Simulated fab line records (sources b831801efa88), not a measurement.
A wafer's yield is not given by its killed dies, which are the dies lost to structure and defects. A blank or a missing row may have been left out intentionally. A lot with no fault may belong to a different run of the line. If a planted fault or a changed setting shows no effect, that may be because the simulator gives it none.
fab line records + flow sky130
[record]
- lots = 6
- wafers = 17
- last_day = 49
route steps=708 shown VIA2@509
lots that met no fault: from a run of the same line without faults
start_h: start of the lot's first displayed wafer, in hours after the record's first day + wait_h: how many hours have passed since the lot's step before this one + " as in the row above + L1.1+2: several wafers, shown together as one row + - value missing, or start not given + * or withheld: withheld + < > ~ a bound
route shown NAME@n: names a module that has steps shown in the file, with the first one's number in the route + usual: the fault-free wafers' mean and standard deviation + same: alike in all rows + chamber/n: place in a boat + sites: per-site readings + _std_site: how widely they spread, as a standard deviation + _edge_site: the outer-site mean with the inner-site mean subtracted + radius_mm: for every site, how far away it sits from the centre of the wafer + mask NAME#n: copy n + behind: the most recent tool/chamber to have shaped the wafer + hold: the reason the lot was held/the length of the hold in hours/how it ended + device: the n, p or np transistor that did not switch + end of line: the route-end tests of the same wafers + a step given without rows: its recipe and nothing more + killed: dies that structure and defects cost at the first sort, which is not the same as the wafer's yield + map: dies across one wafer; x = killed, . = not, _ = none there
set.NAME: the setting the step ran with; set.NAME@STEP: the setting that earlier step ran with + model.NAME: the simulator's own value behind a step, which no gauge read
lots seen at some steps along the route; tables by step, rows by wafer
services: a tool's chamber out of use, with start hour (start_h, from the record's first day; less than 0 if before it), hours out, and reason
[[steps]]
[step SKY_VIA2_CMP_02]
[recipe]
- material = SiO2
- down_force_psi = 4
- platen_rpm = 60
- pad_velocity_m_s = 0.94248
[usual]
- motor_current_A = 11.8/1
| lot.wafer | tool   | chamber | start_h | wait_h | motor_current_A |
|-----------|--------|---------|---------|--------|-----------------|
| L886.3    | cmp-02 | 2       | 818.44  | 0.1    | 11.7            |
| L886.4    | "      | 3       | "       | "      | 10.9            |
| L886.2    | "      | 0       | "       | "      | 11.4            |
| L894.3    | cmp-02 | 1       | 881.46  | 0.1    | 14.0            |
| L894.5    | "      | 3       | "       | "      | 11.1            |
| L894.6    | "      | 0       | "       | "      | 11.5            |
| L901.4    | cmp-02 | 3       | 928.94  | 0.1    | 11.1            |
| L901.5    | "      | 1       | "       | "      | 13.8            |
| L901.6    | "      | 2       | "       | "      | 11.4            |
| L903.4    | cmp-02 | 3       | 947.93  | 0.0    | 10.8            |
| L903.1    | "      | 0       | "       | "      | 12.0            |
| L906.4    | cmp-01 | 1       | 963.37  | 0.0    | 11.7            |
| L906.1    | "      | 3       | "       | "      | 10.8            |
| L906.6    | "      | 2       | "       | "      | 10.2            |
| L907.2    | cmp-02 | 1       | 964.53  | 0.1    | 13.6            |
| L907.5    | "      | 3       | "       | "      | 11.4            |
| L907.6    | "      | 0       | "       | "      | 11.5            |
[step SKY_VIA2_BOW_MEAS_03]
[recipe]
- mode = bow
[usual]
- VIA2_BOW = 86/7.6
| lot.wafer | tool          | chamber | start_h | wait_h | VIA2_BOW[um] |
|-----------|---------------|---------|---------|--------|--------------|
| L886.2    | film_metro-01 | -       | 818.71  | 0.1    | 91           |
| L886.3    | "             | -       | "       | "      | 89           |
| L886.4    | "             | -       | "       | "      | 83           |
| L894.3    | film_metro-04 | -       | 881.70  | 0.2    | 103          |
| L894.5    | "             | -       | "       | "      | 82           |
| L894.6    | "             | -       | "       | "      | 84           |
| L901.4    | film_metro-04 | -       | 929.20  | 0.2    | 98           |
| L901.5    | "             | -       | "       | "      | 76           |
| L901.6    | "             | -       | "       | "      | 78           |
| L903.1    | film_metro-04 | -       | 948.23  | 0.2    | 87           |
| L903.4    | "             | -       | "       | "      | 87           |
| L906.1    | film_metro-04 | -       | 963.67  | 0.1    | 79           |
| L906.4    | "             | -       | "       | "      | 86           |
| L906.6    | "             | -       | "       | "      | 84           |
| L907.2    | film_metro-01 | -       | 964.75  | 0.2    | 93           |
| L907.5    | "             | -       | "       | "      | 82           |
| L907.6    | "             | -       | "       | "      | 93           |
[step SKY_VIA2_DEHYDRATE_04]
[recipe]
- temp_c = 200
- time_s = 60
[step SKY_VIA2_HMDS_05]
[recipe]
- prime_time_s = 60
- prime_temp_c = 120
[step SKY_VIA2_COAT_06]
[recipe]
- resist = BARC
- temp_c = withheld
- time_s = withheld
- spin_rpm = 3000
- resist_thk_nm = 60
[step SKY_VIA2_COAT_07]
[recipe]
- resist = KrF-thick
- spin_rpm = 3000
- resist_thk_nm = 450
[step SKY_VIA2_SOFTBAKE_08]
[recipe]
- temp_c = 100
- time_s = 90
- resist = KrF-thick
[step SKY_VIA2_EXPOSE_09]
[recipe]
- mask_id = VIM2
- na = 0.8
- source_shape = annular
- sigma_inner = 0.55
- sigma_outer = 0.85
- target_cd_nm = 200
- dose_mj = 38
[step SKY_VIA2_PEB_10]
[recipe]
- peb_temp_c = withheld
- peb_time_s = withheld
- resist = KrF-thick
[step SKY_VIA2_DEVELOP_11]
[recipe]
- develop_time_s = 60
- resist = KrF-thick
- dev_temp_c = 21
[step SKY_VIA2_CD_MEAS_12]
[recipe]
- target_cd_nm = 200
[usual]
- cd_nm = 200.4/1.2
| lot.wafer | tool      | chamber | start_h | wait_h | cd_nm |
|-----------|-----------|---------|---------|--------|-------|
| L886.2    | cd_sem-01 | -       | 845.60  | -      | 201.4 |
| L886.3    | "         | -       | "       | "      | 201.7 |
| L886.4    | "         | -       | "       | "      | 201.4 |
| L894.3    | cd_sem-02 | -       | 906.78  | -      | 201.9 |
| L894.5    | "         | -       | "       | "      | 201.6 |
| L894.6    | "         | -       | "       | "      | 202.5 |
| L901.4    | cd_sem-01 | -       | 954.09  | -      | 199.1 |
| L901.5    | "         | -       | "       | "      | 198.9 |
| L901.6    | "         | -       | "       | "      | 200.8 |
| L903.1    | cd_sem-02 | -       | 972.24  | -      | 202.4 |
| L903.4    | "         | -       | "       | "      | 200.6 |
| L906.1    | cd_sem-01 | -       | 987.41  | -      | 198.8 |
| L906.4    | "         | -       | "       | "      | 199.5 |
| L906.6    | "         | -       | "       | "      | 198.5 |
| L907.2    | cd_sem-01 | -       | 987.86  | -      | 200.0 |
| L907.5    | "         | -       | "       | "      | 201.2 |
| L907.6    | "         | -       | "       | "      | 200.0 |
[step SKY_VIA2_OVL_MEAS_13]
[usual]
- VIA2_OVL = -3/5.9
| lot.wafer | tool       | chamber | start_h | wait_h | VIA2_OVL[nm] |
|-----------|------------|---------|---------|--------|--------------|
| L886.2    | overlay-01 | -       | 845.70  | 0.1    | -10          |
| L886.3    | "          | -       | "       | "      | -5           |
| L886.4    | "          | -       | "       | "      | -14          |
| L894.3    | overlay-02 | -       | 906.87  | 0.1    | -10          |
| L894.5    | "          | -       | "       | "      | -9           |
| L894.6    | "          | -       | "       | "      | -5           |
| L901.4    | overlay-02 | -       | 954.17  | 0.1    | 5            |
| L901.5    | "          | -       | "       | "      | 4            |
| L901.6    | "          | -       | "       | "      | -1           |
| L903.1    | overlay-02 | -       | 972.36  | 0.1    | -7           |
| L903.4    | "          | -       | "       | "      | -1           |
| L906.1    | overlay-01 | -       | 987.53  | 0.1    | 1            |
| L906.4    | "          | -       | "       | "      | -5           |
| L906.6    | "          | -       | "       | "      | -1           |
| L907.2    | overlay-01 | -       | 987.96  | 0.1    | 18           |
| L907.5    | "          | -       | "       | "      | 3            |
| L907.6    | "          | -       | "       | "      | 4            |
[step SKY_VIA2_ETCH_14]
[recipe]
- chemistry = N2/H2
- target = BARC
- ion_energy_ev = 200
- source_w = 500
- bias_w = 100
- pressure_mtorr = 30
- n2_flow_sccm = 100
- h2_flow_sccm = 200
- stop_on = SiO2
- time_s = 45.9
- target_depth_a = 600
[usual]
- drypump_motor_current_A = 5.8/0.54
- oes_product_au = 0.856/0.0048
- run_length_s = 74.2/0.39
- throttle_valve_pct = 13.224/0.0084
| lot.wafer | tool        | chamber | start_h | wait_h | drypump_motor_current_A | oes_product_au | rf_hours_counter_h | run_length_s | throttle_valve_pct | model.KrF-thick_of_VIA2_COAT_07.thk_nm |
|-----------|-------------|---------|---------|--------|-------------------------|----------------|--------------------|--------------|--------------------|----------------------------------------|
| L886.2    | rie_diel-03 | 3       | 845.73  | 0.0    | 6.0                     | 0.859          | 6                  | 73.9         | 13.225             | 393.4                                  |
| L886.3    | "           | 1       | "       | "      | 6.2                     | 0.855          | 9                  | 74.3         | 13.210             | 394.4                                  |
| L886.4    | "           | 0       | "       | "      | 5.3                     | 0.861          | 22                 | 74.9         | 13.216             | 392.7                                  |
| L894.3    | rie_diel-03 | 3       | 906.89  | 0.0    | 6.0                     | 0.841          | 8                  | 73.7         | 13.231             | 395.3                                  |
| L894.5    | "           | 1       | "       | "      | 6.2                     | 0.860          | -                  | 74.1         | 13.207             | 395.3                                  |
| L894.6    | "           | 2       | "       | "      | 6.3                     | 0.850          | -                  | 74.3         | 13.225             | 394.8                                  |
| L901.4    | rie_diel-03 | 1       | 954.18  | 0.0    | 6.2                     | 0.965          | 12                 | 68.7         | 13.228             | 400.8                                  |
| L901.5    | "           | 3       | "       | "      | 5.9                     | 0.856          | -                  | 73.9         | 13.231             | 395.1                                  |
| L901.6    | "           | 2       | "       | "      | 6.3                     | 0.860          | -                  | 74.2         | 13.234             | 396.4                                  |
| L903.1    | rie_diel-03 | 3       | 972.39  | 0.0    | 6.0                     | 0.854          | 10                 | 74.0         | 13.227             | 394.2                                  |
| L903.4    | "           | 0       | "       | "      | 5.3                     | 0.971          | -                  | 68.8         | 13.230             | 400.7                                  |
| L906.1    | rie_diel-02 | 0       | 987.56  | 0.0    | 6.3                     | 0.850          | 13                 | 74.1         | 13.213             | 394.3                                  |
| L906.4    | "           | 1       | "       | "      | 5.2                     | 0.850          | 4                  | 73.9         | 13.213             | 393.3                                  |
| L906.6    | "           | 1       | "       | "      | 5.2                     | 0.850          | -                  | 73.9         | 13.213             | 393.7                                  |
| L907.2    | rie_diel-04 | 2       | 987.99  | 0.0    | 6.3                     | 0.859          | 17                 | 74.1         | 13.229             | 393.6                                  |
| L907.5    | "           | 2       | "       | "      | 6.3                     | 0.857          | -                  | 73.8         | 13.217             | 392.7                                  |
| L907.6    | "           | 3       | "       | "      | 4.8                     | 0.864          | -                  | 74.0         | 13.223             | 393.6                                  |
[step SKY_VIA2_ETCH_15]
[recipe]
- target = SiO2
- chemistry = C4F8/O2/Ar
- target_depth_nm = 546
- stop_on = TiN
- mask_material = KrF-thick
- source_w = 1500
- bias_w = 1200
- pressure_mtorr = 40
- c4f8_flow_sccm = withheld
- O2_flow_sccm = 6
- Ar_flow_sccm = 300
- time_s = 84
[usual]
- oes_product_au = 0.939/0.0045
- run_length_s = 112.3/0.41
| lot.wafer | tool        | chamber | start_h | wait_h | oes_product_au | rf_hours_counter_h | run_length_s | model.KrF-thick_of_VIA2_COAT_07.thk_nm |
|-----------|-------------|---------|---------|--------|----------------|--------------------|--------------|----------------------------------------|
| L886.2    | rie_diel-03 | 3       | 845.78  | 0.0    | 0.936          | 6                  | 112.2        | 285.8                                  |
| L886.3    | "           | 1       | "       | "      | 0.935          | 9                  | 112.8        | 287                                    |
| L886.4    | "           | 0       | "       | "      | 0.943          | 22                 | 113.1        | 283.2                                  |
| L894.3    | rie_diel-03 | 3       | 906.94  | 0.0    | 0.937          | 8                  | 112.1        | 286.2                                  |
| L894.5    | "           | 1       | "       | "      | 0.934          | -                  | 112.5        | 285.7                                  |
| L894.6    | "           | 2       | "       | "      | 0.941          | -                  | 112.0        | 286.8                                  |
| L901.4    | rie_diel-03 | 1       | 954.23  | 0.0    | 0.935          | 12                 | 112.3        | 293.8                                  |
| L901.5    | "           | 3       | "       | "      | 0.940          | -                  | 111.7        | 287.9                                  |
| L901.6    | "           | 2       | "       | "      | 0.945          | -                  | 112.0        | 290.4                                  |
| L903.1    | rie_diel-03 | 3       | 972.44  | 0.0    | 0.937          | 10                 | 112.0        | 286                                    |
| L903.4    | "           | 0       | "       | "      | 0.944          | -                  | 113.0        | 291.7                                  |
| L906.1    | rie_diel-02 | 0       | 987.60  | 0.0    | 0.937          | 13                 | 112.8        | 286                                    |
| L906.4    | "           | 1       | "       | "      | 0.936          | 4                  | 112.1        | 283.3                                  |
| L906.6    | "           | 1       | "       | "      | 0.945          | -                  | 112.4        | 284.2                                  |
| L907.2    | rie_diel-04 | 2       | 988.04  | 0.0    | 0.928          | 17                 | 111.9        | 283.5                                  |
| L907.5    | "           | 2       | "       | "      | 0.940          | -                  | 112.0        | 282.9                                  |
| L907.6    | "           | 3       | "       | "      | 0.938          | -                  | 112.3        | 282                                    |
[step SKY_VIA2_STRIP_16]
[recipe]
- chemistry = O2/N2
- power_w = 1400
- pressure_mtorr = 1500
- platen_temp_c = withheld
- o2_flow_sccm = 3000
- n2_flow_sccm = 300
- overash_fraction = 0.5
[usual]
- drypump_motor_current_A = 5.3/0.5
- o2_flow_sccm = 3001/9.1
- oes_product_au = 0.399/0.0048
- strip_time_to_endpoint_s = 4.059/0.025
| lot.wafer | tool            | chamber | start_h | wait_h | drypump_motor_current_A | o2_flow_sccm | oes_product_au | rf_hours_counter_h | strip_time_to_endpoint_s |
|-----------|-----------------|---------|---------|--------|-------------------------|--------------|----------------|--------------------|--------------------------|
| L886.2    | plasma_asher-03 | 1       | 845.84  | 0.0    | 5.0                     | 2990         | 0.391          | 76                 | 4.088                    |
| L886.3    | "               | 1       | "       | "      | 5.0                     | 2994         | 0.392          | -                  | 4.082                    |
| L886.4    | "               | 0       | "       | "      | 6.1                     | 3003         | 0.398          | -                  | 4.053                    |
| L894.3    | plasma_asher-03 | 0       | 907.03  | 0.1    | 6.1                     | 2988         | 0.396          | -                  | 4.086                    |
| L894.5    | "               | 0       | "       | "      | 6.1                     | 2994         | 0.396          | -                  | 4.088                    |
| L894.6    | "               | 1       | "       | "      | 5.0                     | 3001         | 0.403          | -                  | 4.081                    |
| L901.4    | plasma_asher-02 | 0       | 954.32  | 0.1    | 4.8                     | 3007         | 0.399          | -                  | 4.148                    |
| L901.5    | "               | 0       | "       | "      | 4.8                     | 3008         | 0.403          | -                  | 4.113                    |
| L901.6    | "               | 1       | "       | "      | 4.9                     | 3000         | 0.397          | -                  | 4.118                    |
| L903.1    | plasma_asher-04 | 0       | 972.50  | 0.0    | 5.4                     | 2993         | 0.400          | 54                 | 4.086                    |
| L903.4    | "               | 0       | "       | "      | 5.4                     | 3007         | 0.410          | -                  | 4.152                    |
| L906.1    | plasma_asher-02 | 0       | 987.67  | 0.0    | 4.8                     | 2991         | 0.392          | 112                | 4.073                    |
| L906.4    | "               | 0       | "       | "      | 4.8                     | 3008         | 0.402          | -                  | 4.043                    |
| L906.6    | "               | 0       | "       | "      | 4.8                     | 2999         | 0.393          | -                  | 4.049                    |
| L907.2    | plasma_asher-04 | 1       | 988.10  | 0.0    | 5.3                     | 3004         | 0.401          | 56                 | 4.036                    |
| L907.5    | "               | 0       | "       | "      | 5.4                     | 2999         | 0.393          | -                  | 4.043                    |
| L907.6    | "               | 1       | "       | "      | 5.3                     | 3015         | 0.399          | -                  | 4.032                    |
[step SKY_VIA2_STRIP_17]
[recipe]
- chemistry = post_etch_residue_remover
- time_s = 1200
- temp_c = 72.5
[[services]]
| tool            | chamber | start_h | hours | kind                           |
|-----------------|---------|---------|-------|--------------------------------|
| plasma_asher-02 | -       | 809.08  | 1.4   | repair                         |
| cmp-02          | -       | 831.55  | 1.7   | repair                         |
| rie_diel-02     | -       | 840.04  | 3.4   | repair                         |
| cmp-02          | -       | 847.95  | 4.2   | pm                             |
| cmp-01          | -       | 850.42  | 2.6   | repair                         |
| rie_diel-02     | -       | 862.09  | 0.6   | repair                         |
| rie_diel-03     | 1       | 873.78  | 6.6   | repair                         |
| rie_diel-04     | 2       | 882.00  | 5.9   | repair                         |
| plasma_asher-04 | -       | 889.64  | 0.5   | repair                         |
| cmp-01          | -       | 907.23  | 0.8   | repair                         |
| rie_diel-02     | 1       | 908.29  | 15.2  | repair                         |
| cmp-01          | -       | 912.00  | 4.0   | pm                             |
| cmp-01          | -       | 916.00  | -     | consumable_replace:conditioner |
| cmp-01          | -       | 916.00  | -     | consumable_replace:pad         |
| rie_diel-03     | 1       | 970.18  | 14.6  | repair                         |
| rie_diel-04     | 3       | 976.97  | 8.4   | repair                         |
| cmp-02          | -       | 987.43  | 0.3   | repair                         |
[[key]]
[first_sign]
- step = SKY_VIA2_ETCH_14
- reading = oes_product_au
- direction = up
- sigmas = 24
- usual = 0.856
- struck = 0.968
[effect]
- step = SKY_VIA2_ETCH_14
- reading = run_length_s
- direction = down
- sigmas = 14
- usual = *
- struck = *
[effect]
- step = SKY_VIA2_STRIP_16
- reading = strip_time_to_endpoint_s
- direction = up
- sigmas = 3.7
- usual = *
- struck = *
[model_effect]
- step = SKY_VIA2_ETCH_14
- value = KrF-thick_of_VIA2_COAT_07.thk_nm
- without = 395.4
- struck = 400.8
[model_effect]
- step = SKY_VIA2_ETCH_15
- value = KrF-thick_of_VIA2_COAT_07.thk_nm
- without = 287.4
- struck = 292.7
met_at SKY_VIA2_ETCH_14
struck_wafers L901.4,L903.4
sort_left_out L901.4,L903.4
onset_between 906.89 954.18
[fault]
- kind = process_parameter_drift
- tool = rie_diel-03
- chamber = -
- onset_h = 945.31
- steps = SKY_VIA2_ETCH_14
- channel = time_s
- offset = *
- shape = step
- end_h = 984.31
- scope = struck_wafers_only
- acts_in = *
- stated = *
// sort_left_out: the simulated sort isn't trusted on such a fault, so these wafers' sort isn't shown, and their yield isn't known
